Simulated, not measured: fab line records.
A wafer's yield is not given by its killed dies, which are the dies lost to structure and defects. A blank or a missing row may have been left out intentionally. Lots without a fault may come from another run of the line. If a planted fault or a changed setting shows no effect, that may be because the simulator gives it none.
Struck lot and sound lot, side by side :: flow sky130 :: 17 steps out of a route of 708
Sound: the wafers L399.2, L399.3, L399.4. The struck wafers were L413.2, L413.4, L413.6. The cause comes at the end.
Each step with rows lists, per side, the tool, then ch with its chambers, then its first start. Under that, the readings that differ: sound wafers :: struck wafers :: difference of the means :: sigmas: that difference in standard deviations of wafers without a fault.
alike: readings whose means differ by less than 2 such deviations, and words and numbers that are the same on both sides. not compared: withheld readings, readings that some wafer has no value for, bounds like >300 that may hide the same value, and numbers for which the record gives no deviation and whose values overlap.
The two part at a step that has a row with sigmas, a row that says differs or no value, or rows on one side only. Non-overlapping numbers with no deviation appear without sigmas and do not part them. Lack of a reading on every wafer of one side parts them only where that side has two or more wafers.

SKY_VT_ADJUST_HVTP_OVL_MEAS_08:
  sound on overlay-02 at day 6 16:47; struck on overlay-01 at day 11 04:53
reading: VT_ADJUST_HVTP_OVL (nm)
sound: -0.1 0.8 2.5
struck: -4.0 -5.1 -3.2
difference: -5.2
sigmas: -3
then, 1 step without rows for these wafers: SKY_VT_ADJUST_HVTP_IMPLANT_09.
SKY_VT_ADJUST_HVTP_STRIP_10: strips in O2/N2.
  sound on plasma_asher-04 ch 0,1, day 6 16:58; struck on plasma_asher-04 ch 0,1, day 11 05:04
  alike: drypump_motor_current_A, oes_product_au, strip_time_to_endpoint_s
  not compared: rf_hours_counter_h
SKY_VT_ADJUST_HVTP_TW_MEAS_11:
  sound on film_metro-04 at day 6 17:04; struck on film_metro-02 at day 11 05:11
  alike: VT_ADJUST_HVTP_TW
then, 7 steps without rows for these wafers: SKY_VT_ADJUST_LVTN_DEHYDRATE_00 (time 60 s); SKY_VT_ADJUST_LVTN_HMDS_01 (prime time 60 s); SKY_VT_ADJUST_LVTN_COAT_02 (resist thk 3000 nm); SKY_VT_ADJUST_LVTN_SOFTBAKE_03; SKY_VT_ADJUST_LVTN_EXPOSE_04 (exposes mask NWM COMPLEMENT LESS NATIVE, target cd 840 nm); SKY_VT_ADJUST_LVTN_PEB_05; SKY_VT_ADJUST_LVTN_DEVELOP_06 (develop time 60 s).
SKY_VT_ADJUST_LVTN_OVL_MEAS_07:
  sound on overlay-02 at day 7 10:34; struck on overlay-01 at day 12 04:23
  alike: VT_ADJUST_LVTN_OVL
SKY_VT_ADJUST_LVTN_IMPLANT_08:
  sound on implanter-01 ch 0, day 7 10:37; struck on implanter-01 ch 0, day 12 04:34
reading: dose_ions_cm2
sound: 1.5697e+12 1.5712e+12 1.5718e+12
struck: 1.7078e+12 1.7094e+12 1.7068e+12
difference: +1.3710e+11
sigmas: +72

reading: faraday_current_uA
sound: 8.99 8.49 8.94
struck: 9.58 9.34 9.74
difference: +0.75
sigmas: +4
  alike: beam_energy_keV
SKY_VT_ADJUST_LVTN_STRIP_09: strips in O2/N2.
  sound on plasma_asher-03 ch 0,1, day 7 10:45; struck on plasma_asher-02 ch 0,1, day 12 04:41
  alike: drypump_motor_current_A, oes_product_au, strip_time_to_endpoint_s
  not compared: rf_hours_counter_h
SKY_VT_ADJUST_LVTN_TW_MEAS_10:
  sound on film_metro-02 at day 7 10:52; struck on film_metro-01 at day 12 04:48
reading: VT_ADJUST_LVTN_TW
sound: 241.3 242.5 240.7
struck: 246.4 244.5 244.3
difference: +3.6
sigmas: +3
then, 2 steps without rows for these wafers: SKY_VT_ADJUST_LVTN_DEHYDRATE_11 (time 60 s); SKY_PAD_OPEN_PROBE_99.

## WHERE THEY PART
Last at SKY_VT_ADJUST_LVTN_TW_MEAS_10 as far as this record goes, first at SKY_VT_ADJUST_HVTP_OVL_MEAS_08.

WHY: what the simulator had put in
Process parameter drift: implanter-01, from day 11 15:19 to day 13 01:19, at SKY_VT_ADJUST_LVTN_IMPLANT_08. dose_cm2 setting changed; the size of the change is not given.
